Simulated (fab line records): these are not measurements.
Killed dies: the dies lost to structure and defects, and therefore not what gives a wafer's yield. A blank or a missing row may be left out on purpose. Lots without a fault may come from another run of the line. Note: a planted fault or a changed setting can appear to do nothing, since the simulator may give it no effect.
fab line records	flow sky130
record lots=6	wafers=18	last_day=50
route steps=708 shown METAL5@671 PASSIVATION@681 PAD_OPEN@694
lots untouched by any fault: they come from a run of this same line in which no faults occurred
start_h: hours from the record's first day to the start of the lot's first wafer shown	wait_h: how many hours have passed since the lot's step before this one	" as in the row above	L1.1+2: a row that stands for several wafers	- no value, or no start was given	* or withheld: withheld	< > ~ a bound
route shown NAME@n: NAME is a module with steps in the file, n the number in the route of the first one	usual: average and standard deviation across the fault-free wafers	same: alike in all rows	chamber/n: place in a boat	sites: the reading at each site	_std_site: how widely they spread, as a standard deviation	_edge_site: mean of outer sites minus mean of inner sites	radius_mm: how far each site lies from the wafer's centre	mask NAME#n: copy n	behind: the most recent tool/chamber to have shaped the wafer	hold: why the lot was held/for how many hours/how that ended	device: which transistor (n, p or np) failed to switch	end of line: the route-end tests of the same wafers	step lacking rows: just its recipe	killed: dies that structure and defects cost at the first sort, which is not the same as the wafer's yield	map: per-die view of a wafer (x killed, . not killed, _ where there is no die)
set.NAME: the setting as run; set.NAME@STEP: as run at that earlier step	model.NAME: the simulator's own value behind a step, which no gauge read
certain route steps with their lots: each step a table, each wafer a row
services: a tool's chamber out of use, with start hour (start_h, from the record's first day; less than 0 if before it), hours out, and reason
## steps
# step SKY_METAL5_SOFTBAKE_10
# recipe temp_c=90	time_s=60	resist=NOVOLAK
# step SKY_METAL5_EXPOSE_11
# recipe mask_id=MM5	na=0.6	source_shape=conventional	sigma_outer=0.6	polarization=unpolarized	target_cd_nm=1600	dose_mj=190
# step SKY_METAL5_PEB_12
# recipe temp_c=withheld	time_s=*	resist=NOVOLAK
# step SKY_METAL5_DEVELOP_13
# recipe resist=NOVOLAK	developer=TMAH	develop_time_s=60	dev_temp_c=23
# step SKY_METAL5_DESCUM_14
# recipe chemistry=O2	source_power_w=150	bias_power_w=0	pressure_mtorr=10	temp_c=40	time_s=11
# usual drypump_motor_current_A=5.9/0.35	oes_product_au=0.994/0.0076
lot.wafer	tool	chamber	start_h	wait_h	drypump_motor_current_A	oes_product_au	rf_hours_counter_h
L958.1	rie_metal-02	0	1081.27	0.1	6.2	1.007	20
L958.2	"	0	"	"	6.2	1.000	-
L958.4	"	0	"	"	6.2	1.001	-
L959.4	rie_metal-03	0	1084.98	0.1	5.5	0.990	-
L959.5	"	1	"	"	5.5	0.992	-
L959.6	"	0	"	"	5.4	0.984	-
L963.1	rie_metal-02	1	1108.18	0.1	6.1	0.999	16
L963.3	"	1	"	"	6.1	0.998	-
L963.5	"	1	"	"	6.1	1.008	-
L960.3	rie_metal-03	1	1110.78	0.1	5.5	0.992	-
L960.4	"	0	"	"	5.4	0.984	-
L960.6	"	1	"	"	5.4	0.994	-
L970.3	rie_metal-03	0	1152.20	0.1	5.5	0.986	-
L970.4	"	0	"	"	5.5	0.990	-
L970.6	"	0	"	"	5.4	0.976	-
L972.1	rie_metal-03	0	1161.42	0.1	5.5	0.976	19
L972.3	"	0	"	"	5.5	0.992	-
L972.6	"	0	"	"	5.5	0.994	-
# step SKY_METAL5_METAL_ETCH_15
# recipe target_depth_a=12600	stop_on=SiO2	over_etch_frac=0.2	time_s=252	chemistry=Cl2/BCl3	resist_sidewall_deg=86	pressure_mtorr=10	icp_w=900	bias_w=48.5	Cl2_flow_sccm=60	bcl3_flow_sccm=30
# step SKY_METAL5_STRIP_16
# recipe chemistry=O2/N2	power_w=1400	pressure_mtorr=1500	platen_temp_c=withheld	o2_flow_sccm=3000	n2_flow_sccm=300	overash_fraction=0.5
# usual drypump_motor_current_A=5.4/0.38	oes_product_au=0.711/0.0047	strip_time_to_endpoint_s=13.14/0.12
lot.wafer	tool	chamber	start_h	wait_h	drypump_motor_current_A	oes_product_au	rf_hours_counter_h	strip_time_to_endpoint_s
L958.1	plasma_asher-02	1	1081.81	0.4	5.7	0.702	1	13.12
L958.2	"	0	"	"	4.9	0.709	1	13.04
L958.4	"	0	"	"	5.0	0.713	-	13.07
L959.4	plasma_asher-04	0	1085.27	0.1	5.1	0.718	-	13.15
L959.5	"	0	"	"	5.1	0.712	-	13.00
L959.6	"	1	"	"	5.4	0.706	-	13.20
L963.1	plasma_asher-03	0	1108.45	0.2	6.1	0.714	31	12.92
L963.3	"	1	"	"	5.3	0.711	-	13.05
L963.5	"	0	"	"	6.1	0.712	-	13.00
L960.3	plasma_asher-03	1	1111.07	0.1	5.4	0.709	-	13.16
L960.4	"	0	"	"	6.1	0.712	-	13.25
L960.6	"	0	"	"	6.1	0.726	-	13.14
L970.3	plasma_asher-04	1	1152.75	0.3	5.4	0.714	-	13.25
L970.4	"	0	"	"	5.1	0.712	-	13.16
L970.6	"	0	"	"	5.1	0.708	-	13.14
L972.1	plasma_asher-02	0	1161.96	0.4	5.0	0.717	9	13.17
L972.3	"	1	"	"	5.7	0.709	-	13.09
L972.6	"	1	"	"	5.7	0.713	-	13.24
# step SKY_METAL5_STRIP_17
# recipe chemistry=post_etch_residue_remover	time_s=1200	temp_c=72.5
# step SKY_METAL5_CLEAN_18
# recipe chemistry=IPA	time_s=180	temp_c=25
# step SKY_METAL5_CLEAN_19
# recipe chemistry=O3/DIW	dry=n2_spin
# step SKY_PASSIVATION_CVD_00
# recipe material=SiO2	target_thk_nm=90	temp_c=400	time_s=withheld	rf_w=600
# usual heater_power_w=690/85
lot.wafer	tool	chamber	start_h	wait_h	heater_power_w
L958.1	pecvd-02	0	1082.40	0.0	642
L958.2	"	1	"	"	691
L958.4	"	0	"	"	647
L959.4	pecvd-02	2	1085.84	0.0	618
L959.5	"	0	"	"	651
L959.6	"	1	"	"	735
L963.1	pecvd-02	1	1109.04	0.0	762
L963.3	"	2	"	"	636
L963.5	"	2	"	"	633
L960.3	pecvd-02	1	1111.63	0.0	725
L960.4	"	2	"	"	705
L960.6	"	0	"	"	712
L970.3	pecvd-01	1	1153.37	0.0	706
L970.4	"	0	"	"	678
L970.6	"	1	"	"	735
L972.1	pecvd-04	1	1162.55	0.0	785
L972.3	"	2	"	"	777
L972.6	"	1	"	"	822
# step SKY_PASSIVATION_THK_MEAS_01
# recipe reads=SiO2_of_PASSIVATION_CVD_00
# usual PASSIVATION_CVD_00_THK=90.1/1.1
lot.wafer	tool	chamber	start_h	wait_h	PASSIVATION_CVD_00_THK[nm]
L958.1	film_metro-03	-	1082.42	-	88.9
L958.2	"	-	"	"	88.4
L958.4	"	-	"	"	90.2
L959.4	film_metro-02	-	1085.88	-	91.7
L959.5	"	-	"	"	91.2
L959.6	"	-	"	"	90.5
L963.1	film_metro-03	-	1109.06	-	88.5
L963.3	"	-	"	"	91.0
L963.5	"	-	"	"	91.5
L960.3	film_metro-03	-	1111.67	-	89.4
L960.4	"	-	"	"	89.9
L960.6	"	-	"	"	90.7
L970.3	film_metro-02	-	1153.41	-	89.1
L970.4	"	-	"	"	91.0
L970.6	"	-	"	"	90.2
L972.1	film_metro-04	-	1162.57	-	90.1
L972.3	"	-	"	"	90.1
L972.6	"	-	"	"	92.0
# step SKY_PASSIVATION_CVD_02
# recipe material=Si3N4	target_thk_nm=540	temp_c=400	time_s=withheld	rf_w=450
# usual heater_power_w=736/86
lot.wafer	tool	chamber	start_h	wait_h	heater_power_w	model.Si3N4_of_PASSIVATION_CVD_02.thk_nm
L958.1	pecvd-04	2	1082.48	0.1	844	540.7
L958.2	"	1	"	"	886	533.9
L958.4	"	1	"	"	906	547.7
L959.4	pecvd-04	1	1086.02	0.1	941	537.6
L959.5	"	0	"	"	652	547
L959.6	"	2	"	"	827	534.2
L963.1	pecvd-04	0	1109.12	0.1	633	586.5
L963.3	"	1	"	"	889	537.9
L963.5	"	1	"	"	904	545.1
L960.3	pecvd-04	2	1111.71	0.0	897	529
L960.4	"	0	"	"	637	582.5
L960.6	"	1	"	"	823	541
L970.3	pecvd-02	0	1153.45	0.0	760	525.1
L970.4	"	0	"	"	619	541.8
L970.6	"	1	"	"	650	547.1
L972.1	pecvd-01	1	1162.63	0.1	753	532.9
L972.3	"	2	"	"	697	538.8
L972.6	"	0	"	"	785	540.6
# step SKY_PASSIVATION_THK_MEAS_03
# recipe reads=Si3N4_of_PASSIVATION_CVD_02
# usual PASSIVATION_CVD_02_THK=540/6.4
lot.wafer	tool	chamber	start_h	wait_h	hold	PASSIVATION_CVD_02_THK[nm]
L958.1	film_metro-04	-	1082.71	-	-	541
L958.2	"	-	"	"	-	534
L958.4	"	-	"	"	-	548
L959.4	film_metro-03	-	1086.17	-	-	537
L959.5	"	-	"	"	-	547
L959.6	"	-	"	"	-	535
L963.1	film_metro-03	-	1109.35	-	await_dispo/0.2h/release	586
L963.3	"	-	"	"	await_dispo/0.2h/release	537
L963.5	"	-	"	"	await_dispo/0.2h/release	545
L963.1	film_metro-03	-	1109.57	0.2	-	586
L963.3	"	-	"	"	-	538
L963.5	"	-	"	"	-	545
L960.3	film_metro-04	-	1111.95	-	await_dispo/0.2h/release	529
L960.4	"	-	"	"	await_dispo/0.2h/release	583
L960.6	"	-	"	"	await_dispo/0.2h/release	541
L960.3	film_metro-04	-	1112.18	0.2	-	529
L960.4	"	-	"	"	-	582
L960.6	"	-	"	"	-	541
L970.3	film_metro-02	-	1153.70	-	-	525
L970.4	"	-	"	"	-	541
L970.6	"	-	"	"	-	547
L972.1	film_metro-04	-	1162.86	-	-	533
L972.3	"	-	"	"	-	538
L972.6	"	-	"	"	-	540
# step SKY_PASSIVATION_HMDS_05
# recipe prime_time_s=60	prime_temp_c=120
# step SKY_PASSIVATION_COAT_06
# recipe spin_rpm=2000	resist_thk_nm=3000
# step SKY_PASSIVATION_SOFTBAKE_07
# recipe temp_c=110	time_s=withheld
# step SKY_PASSIVATION_EXPOSE_08
# recipe mask_id=NSM	target_cd_nm=3000	na=0.57	dose_mj=260
# step SKY_PASSIVATION_PEB_09
# recipe temp_c=115	time_s=withheld
# step SKY_PASSIVATION_DEVELOP_10
# recipe develop_time_s=60	dev_temp_c=23
# step SKY_PASSIVATION_ETCH_11
# recipe chemistry=CF4/O2	target_depth_nm=725	stop_on=AlCu	source_w=800	bias_w=150	pressure_mtorr=150	cf4_flow_sccm=80	O2_flow_sccm=10	time_s=161.1
# usual drypump_motor_current_A=5.8/0.42	oes_product_au=0.977/0.006	throttle_valve_pct=5.963/0.0083
lot.wafer	tool	chamber	start_h	wait_h	drypump_motor_current_A	oes_product_au	rf_hours_counter_h	throttle_valve_pct	model.PASSIVATION.feature_depth_nm	model.etch.depth_nm
L958.1	rie_diel-02	0	1103.06	-	5.2	0.978	7	5.971	705	705
L958.2	"	1	"	"	5.8	0.967	11	5.968	697.6	697.6
L958.4	"	3	"	"	6.0	0.982	11	5.976	713.4	713.4
L959.4	rie_diel-02	0	1105.32	-	5.2	0.983	7	5.965	704.6	704.6
L959.5	"	2	"	"	6.2	0.981	-	5.960	712.8	712.8
L959.6	"	1	"	"	5.8	0.975	-	5.967	699.8	699.8
L963.1	rie_diel-02	0	1128.12	-	5.2	0.995	8	5.976	724.9	724.9
L963.3	"	1	"	"	5.9	0.980	12	5.964	703.9	703.9
L963.5	"	0	"	"	5.2	0.980	-	5.967	711.2	711.2
L960.3	rie_diel-01	3	1131.72	-	5.5	0.965	20	5.969	692.4	692.4
L960.4	"	3	"	"	5.5	0.992	-	5.972	722.8	722.8
L960.6	"	2	"	"	6.7	0.981	-	5.962	706.9	706.9
L970.3	rie_diel-01	3	1170.62	-	5.6	0.966	22	5.975	688.7	688.7
L970.4	"	0	"	"	5.5	0.978	1	5.980	706.9	706.9
L970.6	"	2	"	"	6.7	0.981	-	5.960	711.3	711.3
L972.1	rie_diel-02	2	1179.57	-	6.2	0.972	17	5.957	697.9	697.9
L972.3	"	1	"	"	5.9	0.980	14	5.958	704.2	704.2
L972.6	"	1	"	"	5.8	0.971	-	5.956	708	708
# step SKY_PASSIVATION_STRIP_12
# recipe chemistry=O2/N2	power_w=1400	pressure_mtorr=1500	platen_temp_c=withheld	overash_fraction=0.7	o2_flow_sccm=3000	n2_flow_sccm=300
# usual drypump_motor_current_A=5.3/0.36	oes_product_au=0.660/0.0046	strip_time_to_endpoint_s=31.59/0.11
lot.wafer	tool	chamber	start_h	wait_h	drypump_motor_current_A	oes_product_au	rf_hours_counter_h	strip_time_to_endpoint_s
L958.1	plasma_asher-03	1	1103.17	0.1	5.3	0.655	30	31.61
L958.2	"	0	"	"	6.1	0.661	30	31.79
L958.4	"	0	"	"	6.1	0.668	-	31.69
L959.4	plasma_asher-01	0	1105.46	0.1	5.1	0.659	-	31.77
L959.5	"	1	"	"	5.0	0.662	-	31.55
L959.6	"	0	"	"	5.1	0.657	-	31.63
L963.1	plasma_asher-01	1	1128.22	0.1	5.0	0.659	73	31.41
L963.3	"	1	"	"	5.1	0.660	-	31.54
L963.5	"	0	"	"	5.1	0.659	-	31.51
L960.3	plasma_asher-03	1	1131.86	0.1	5.3	0.661	-	31.63
L960.4	"	0	"	"	6.1	0.659	-	31.62
L960.6	"	1	"	"	5.3	0.660	-	31.53
L970.3	plasma_asher-01	1	1170.76	0.1	5.0	0.662	-	31.43
L970.4	"	0	"	"	5.1	0.668	-	31.56
L970.6	"	1	"	"	5.0	0.653	-	31.56
L972.1	plasma_asher-03	1	1179.68	0.1	5.3	0.655	38	31.59
L972.3	"	0	"	"	6.1	0.654	-	31.80
L972.6	"	1	"	"	5.3	0.665	-	31.78
# step SKY_PAD_OPEN_DEHYDRATE_00
# recipe temp_c=200	time_s=60
# step SKY_PAD_OPEN_HMDS_01
# recipe prime_time_s=60	prime_temp_c=120
# step SKY_PAD_OPEN_COAT_02
# recipe spin_rpm=2000	resist_thk_nm=3000
# step SKY_PAD_OPEN_SOFTBAKE_03
# recipe temp_c=110	time_s=withheld
# step SKY_PAD_OPEN_EXPOSE_04
# recipe mask_id=PDM	target_cd_nm=60000	na=0.57	dose_mj=260
# step SKY_PAD_OPEN_PEB_05
# recipe temp_c=115	time_s=withheld
# step SKY_PAD_OPEN_DEVELOP_06
# recipe develop_time_s=60	dev_temp_c=23
# step SKY_PAD_OPEN_ETCH_07
# recipe chemistry=CF4/O2	target_depth_nm=725	stop_on=AlCu	source_w=800	bias_w=150	pressure_mtorr=150	cf4_flow_sccm=80	O2_flow_sccm=10	time_s=161.1
# usual drypump_motor_current_A=5.9/0.51	oes_product_au=0.977/0.0074	throttle_valve_pct=5.965/0.0095
lot.wafer	tool	chamber	start_h	wait_h	drypump_motor_current_A	oes_product_au	rf_hours_counter_h	throttle_valve_pct	model.PAD_OPEN.feature_depth_nm	model.etch.depth_nm
L958.1	rie_diel-04	2	1122.61	-	5.5	0.977	23	5.959	705	705
L958.2	"	3	"	"	6.4	0.970	20	5.960	697.6	697.6
L958.4	"	1	"	"	5.5	0.983	11	5.952	713.4	713.4
L959.4	rie_diel-03	0	1124.78	-	6.7	0.981	7	5.977	704.6	704.6
L959.5	"	0	"	"	6.7	0.980	-	5.978	712.8	712.8
L959.6	"	3	"	"	6.4	0.979	-	5.969	699.8	699.8
L963.1	rie_diel-04	0	1146.86	-	5.9	1.002	9	5.955	734.5	734.5
L963.3	"	1	"	"	5.5	0.980	12	5.971	703.9	703.9
L963.5	"	0	"	"	6.0	0.980	-	5.976	711.2	711.2
L960.3	rie_diel-01	3	1149.48	-	5.6	0.969	21	5.944	692.4	692.4
L960.4	"	0	"	"	5.5	0.999	-	5.979	718.9	718.9
L960.6	"	3	"	"	5.6	0.974	-	5.958	706.9	706.9
L970.3	rie_diel-01	1	1186.87	-	5.5	0.963	26	5.963	688.7	688.7
L970.4	"	0	"	"	5.5	0.972	2	5.955	706.9	706.9
L970.6	"	2	"	"	6.8	0.985	-	5.970	711.3	711.3
L972.1	rie_diel-04	2	1195.31	-	5.5	0.972	26	5.957	697.9	697.9
L972.3	"	1	"	"	5.5	0.983	14	5.966	704.2	704.2
L972.6	"	0	"	"	5.9	0.984	-	5.953	708	708
# step SKY_PAD_OPEN_STRIP_08
# recipe chemistry=O2/N2	power_w=1400	pressure_mtorr=1500	platen_temp_c=withheld	overash_fraction=0.7	o2_flow_sccm=3000	n2_flow_sccm=300
# usual drypump_motor_current_A=5.17/0.24	oes_product_au=0.664/0.005	strip_time_to_endpoint_s=37.03/0.11
lot.wafer	tool	chamber	start_h	wait_h	drypump_motor_current_A	oes_product_au	rf_hours_counter_h	strip_time_to_endpoint_s
L958.1	plasma_asher-01	1	1122.72	0.1	5.04	0.661	72	36.89
L958.2	"	0	"	"	5.08	0.673	72	36.87
L958.4	"	0	"	"	5.08	0.668	-	36.89
L959.4	plasma_asher-01	1	1124.92	0.1	5.02	0.656	-	37.20
L959.5	"	0	"	"	5.07	0.663	-	37.23
L959.6	"	1	"	"	5.03	0.662	-	37.18
L963.1	plasma_asher-01	1	1146.97	0.1	5.03	0.655	75	36.77
L963.3	"	1	"	"	5.05	0.658	-	36.91
L963.5	"	0	"	"	5.07	0.656	-	36.79
L960.3	plasma_asher-01	0	1149.62	0.1	5.06	0.669	-	37.04
L960.4	"	1	"	"	5.01	0.668	-	36.97
L960.6	"	0	"	"	5.06	0.663	-	36.91
L970.3	plasma_asher-01	0	1187.01	0.1	5.07	0.666	-	36.91
L970.4	"	1	"	"	5.02	0.672	-	36.86
L970.6	"	0	"	"	5.04	0.663	-	36.91
L972.1	plasma_asher-01	1	1195.42	0.1	5.03	0.668	79	37.07
L972.3	"	0	"	"	5.07	0.664	-	36.96
L972.6	"	1	"	"	5.00	0.661	-	36.99
# step SKY_PAD_OPEN_STRIP_09
# recipe chemistry=post_etch_residue_remover	time_s=1200	temp_c=72.5
# usual bath_heat_duty_pct=14.4/1.4
lot.wafer	tool	chamber	start_h	wait_h	bath_heat_duty_pct	model.Si3N4_of_PASSIVATION_CVD_02.thk_nm
L958.1	wet_bench-03	2	1122.82	0.1	13.2	540.4
L958.2	"	2	"	"	14.0	533.6
L958.4	"	2	"	"	13.6	547.3
L959.4	wet_bench-03	3	1124.99	0.0	14.0	537.2
L959.5	"	3	"	"	14.8	546.7
L959.6	"	3	"	"	13.7	533.9
L963.1	wet_bench-03	1	1147.07	0.1	15.8	586.1
L963.3	"	1	"	"	15.4	537.6
L963.5	"	1	"	"	16.3	544.7
L960.3	wet_bench-02	1	1149.69	0.0	14.4	528.7
L960.4	"	1	"	"	14.4	582.2
L960.6	"	1	"	"	14.8	540.6
L970.3	wet_bench-02	2	1187.07	0.0	14.2	524.7
L970.4	"	2	"	"	15.3	541.4
L970.6	"	2	"	"	15.1	546.8
L972.1	wet_bench-02	3	1195.57	0.1	13.9	532.5
L972.3	"	3	"	"	14.7	538.4
L972.6	"	3	"	"	13.5	540.2
# step SKY_PAD_OPEN_CLEAN_10
# recipe chemistry=IPA	time_s=180	temp_c=25
# step SKY_PAD_OPEN_PROBE_99
# usual defect_limited_yield=82.4/2.1	killed_at_M0_to_M3=44/7.3	killed_at_M4_up=3.0/1.9	killed_at_contacts=24/5	killed_at_front_end=16/4.5	killed_at_other=0.3/0.46	killed_dies=87/10	killed_open=47/8.3	killed_short=39/6.4	sort_bin_3_pad_short=0.8/0.43	sort_bin_5_function=10.5/1.6	sort_bin_6_memory=6.3/1.1	sort_n_pass=405/10	sort_yield_pct=82.4/2.1
# same gross_dies=492	killed_at_back_side=0	sort_bin_4_leakage[%]=0	sort_bin_8_speed[%]=0
lot.wafer	tool	chamber	start_h	wait_h	defect_limited_yield[%]	killed_at_M0_to_M3	killed_at_M4_up	killed_at_contacts	killed_at_front_end	killed_at_other	killed_dies	killed_open	killed_short	sort_bin_3_pad_short[%]	sort_bin_5_function[%]	sort_bin_6_memory[%]	sort_n_pass	sort_yield_pct[%]
L959.4	prober-01	-	1127.25	0.2	77.6	54	5	22	29	0	110	58	52	1.8	13.2	7.3	382	77.6
L959.5	prober-01	-	1127.30	0.2	80.1	45	3	34	16	0	98	52	46	0.4	14.4	5.1	394	80.1
L959.6	prober-01	-	1127.35	0.2	80.7	50	1	23	21	0	95	63	32	1.2	10.8	7.3	397	80.7
L960.3	prober-02	-	1151.94	0.2	81.5	46	3	21	20	1	91	44	47	1.4	9.8	7.3	401	81.5
L960.4	prober-02	-	1151.99	0.2	82.7	41	3	25	16	0	85	51	34	1.0	11.0	5.3	407	82.7
L960.6	prober-02	-	1152.09	0.2	81.7	51	1	21	17	0	90	47	43	0.6	8.3	9.3	402	81.7
# killed by level:class
L959.4 VIA1:geometric_particle:open=11 FIELD_ISO:geometric_particle:open=9 METAL3:geometric_particle:short=9 LI_CONTACT:geometric_particle:open=8 POLY_GATE:geometric_particle:short=7 CONTACT:geometric_particle:open=7 METAL1:geometric_particle:short=6 VIA2:geometric_particle:open=6
L959.5 CONTACT:geometric_particle:open=14 VIA1:geometric_particle:open=10 LI_CONTACT:geometric_particle:open=7 CONTACT:geometric_particle:short=7 VIA1:geometric_particle:short=7 VIA2:geometric_particle:open=6 FIELD_ISO:geometric_particle:short=5 FIELD_ISO:geometric_particle:open=4
L959.6 VIA1:geometric_particle:open=11 CONTACT:geometric_particle:open=10 VIA2:geometric_particle:open=9 FIELD_ISO:geometric_particle:open=8 VIA3:geometric_particle:open=8 FIELD_ISO:geometric_particle:short=5 LI_CONTACT:geometric_particle:open=5 METAL3:geometric_particle:short=5
L960.3 VIA1:geometric_particle:open=11 FIELD_ISO:geometric_particle:short=7 LI_CONTACT:geometric_particle:open=7 METAL1:geometric_particle:short=7 VIA1:geometric_particle:short=7 CONTACT:geometric_particle:open=5 FIELD_ISO:geometric_particle:open=4 METAL2:geometric_particle:short=4
L960.4 CONTACT:geometric_particle:open=10 VIA1:geometric_particle:open=9 LI_CONTACT:geometric_particle:open=8 VIA1:geometric_particle:short=6 VIA3:geometric_particle:open=6 FIELD_ISO:geometric_particle:open=4 POLY_GATE:geometric_particle:short=4 POLY_GATE:geometric_particle:open=4
L960.6 VIA1:geometric_particle:open=10 VIA3:geometric_particle:open=7 CONTACT:geometric_particle:open=7 VIA2:geometric_particle:open=7 VIA2:geometric_particle:short=7 LOCAL_INTERCONNECT:geometric_particle:short=6 METAL1:geometric_particle:short=6 FIELD_ISO:geometric_particle:open=5
## services
tool	chamber	start_h	hours	kind
plasma_asher-02	-	1060.23	9.0	pm
pecvd-04	-	1064.46	1.4	repair
rie_diel-02	1	1066.55	4.2	repair
pecvd-04	-	1066.65	5.5	pm
rie_diel-01	-	1068.72	0.2	repair
rie_diel-02	2	1070.16	1.7	repair
pecvd-02	-	1076.26	5.5	pm
plasma_asher-02	-	1084.42	4.3	pm
plasma_asher-03	-	1084.63	0.3	repair
rie_metal-02	0	1087.64	10.5	repair
rie_diel-01	-	1099.59	28.1	pm
rie_metal-02	-	1103.74	0.8	repair
pecvd-01	-	1107.59	0.5	repair
rie_diel-04	0	1111.38	5.0	repair
rie_metal-02	-	1124.55	1.8	repair
rie_diel-01	-	1129.15	1.0	repair
plasma_asher-03	-	1139.93	2.4	repair
rie_diel-04	1	1148.63	6.1	repair
rie_diel-01	1	1149.11	6.7	repair
pecvd-01	-	1150.93	0.6	repair
plasma_asher-02	-	1157.77	2.0	repair
rie_diel-02	2	1191.08	3.8	repair
rie_diel-04	0	1191.25	4.0	repair
wet_bench-03	-	1195.22	1.9	pm
## key
first_sign step=SKY_PASSIVATION_THK_MEAS_03	reading=visit	direction=added
effect step=SKY_PASSIVATION_THK_MEAS_03	reading=PASSIVATION_CVD_02_THK	direction=up	sigmas=7	usual=540	struck=584
effect step=SKY_PASSIVATION_ETCH_11	reading=oes_product_au	direction=up	sigmas=2.7	usual=0.977	struck=0.994
effect step=SKY_PAD_OPEN_ETCH_07	reading=oes_product_au	direction=up	sigmas=3.1	usual=0.977	struck=1.000
model_effect step=SKY_PASSIVATION_CVD_02	value=Si3N4_of_PASSIVATION_CVD_02.thk_nm	without=541.6	struck=584.5
model_effect step=SKY_PASSIVATION_ETCH_11	value=PASSIVATION.feature_depth_nm	without=705.8	struck=723.8
model_effect step=SKY_PAD_OPEN_ETCH_07	value=PAD_OPEN.feature_depth_nm	without=705.8	struck=726.7
model_effect step=SKY_PAD_OPEN_STRIP_09	value=Si3N4_of_PASSIVATION_CVD_02.thk_nm	without=541.3	struck=584.1
met_at SKY_PASSIVATION_CVD_02
struck_wafers L960.4,L963.1
onset_between 1086.02 1109.12
fault kind=process_parameter_drift	tool=pecvd-04	chamber=0	onset_h=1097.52	steps=SKY_PASSIVATION_CVD_02	channel=time_s	offset=withheld	shape=step	end_h=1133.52	acts_in=*
